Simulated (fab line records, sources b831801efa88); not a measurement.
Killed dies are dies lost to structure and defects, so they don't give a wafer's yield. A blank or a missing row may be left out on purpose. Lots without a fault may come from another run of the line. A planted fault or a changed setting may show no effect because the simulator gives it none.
Chamber matching | flow gf180mcu | GF_V3_CMP_04 on cmp-01: 4 sister chambers
The step polishes SiO2. 14 wafers are shown with their chamber, then 7 later ones without.

WAFERS WITH THEIR CHAMBER
wafer  | chamber | motor_current_A (A) | platen_rpm (rpm) | time_to_endpoint_s (s)
L606.4 | 2       | 12.8                | 60.05            | 88
L606.5 | 1       | 11.8                | 60.00            | 78
L606.6 | 2       | 12.2                | 60.02            | 89
L608.1 | 2       | 12.9                | 59.97            | 73
L609.1 | 1       | 12.1                | 60.05            | 76
L609.4 | 0       | 11.3                | 60.01            | 80
L618.1 | 0       | 11.0                | 59.99            | 85
L618.3 | 3       | 13.4                | 60.02            | 84
L618.4 | 1       | 12.2                | 60.02            | 89
L622.1 | 3       | 12.7                | 60.02            | 80
L622.3 | 1       | 11.9                | 60.09            | 78
L622.6 | 1       | 11.7                | 60.04            | 88
L624.1 | 3       | 12.8                | 60.01            | 75
L624.2 | 0       | 11.0                | 60.00            | 81

SIGNATURES (means of the wafers above)
reading            | chamber 0 | chamber 1 | chamber 2 | chamber 3 | scatter within a chamber
motor_current_A    | 11.100    | 11.940    | 12.633    | 12.967    | 0.284
platen_rpm         | 60.0000   | 60.0400   | 60.0133   | 60.0167   | 0.0285
time_to_endpoint_s | 82.00     | 81.80     | 83.33     | 79.67     | 6.07
Rule: a wafer's distance from a chamber is the root of the sum, over the readings, of the square of ((its reading less the chamber's mean) divided by the reading's scatter). The wafer belongs to the nearest chamber; if the next one is less than 2 further off, it can't be placed. The scatter: the root of (the sum of the squares of (reading less its chamber's mean) over the shown wafers, divided by (wafers less chambers)).

WAFERS WITHOUT THEIR CHAMBER
wafer  | motor_current_A (A) | platen_rpm (rpm) | time_to_endpoint_s (s)
L624.5 | 10.5                | 60.01            | 85
L625.3 | 11.0                | 59.97            | 84
L625.4 | 12.6                | 60.05            | 84
L625.5 | 11.1                | 59.99            | 85
L628.1 | 13.2                | 60.01            | 74
L628.3 | 11.9                | 59.98            | 77
L628.4 | 10.7                | 59.99            | 83

WHICH CHAMBER EACH WENT THROUGH
wafer  | from the rows above               | in truth
L624.5 | 0                                 | 0
L625.3 | 0                                 | 0
L625.4 | can't be placed: 2 or 3 or 1      | 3
L625.5 | 0                                 | 0
L628.1 | can't be placed: 3 or 2           | 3
L628.3 | can't be placed: 1 or 0 or 2 or 3 | 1
L628.4 | 0                                 | 0
Placed correctly: 4 of 7. Can't be placed from these rows: 3 (the true chamber is among the candidates in 3). Placed wrongly: 0.
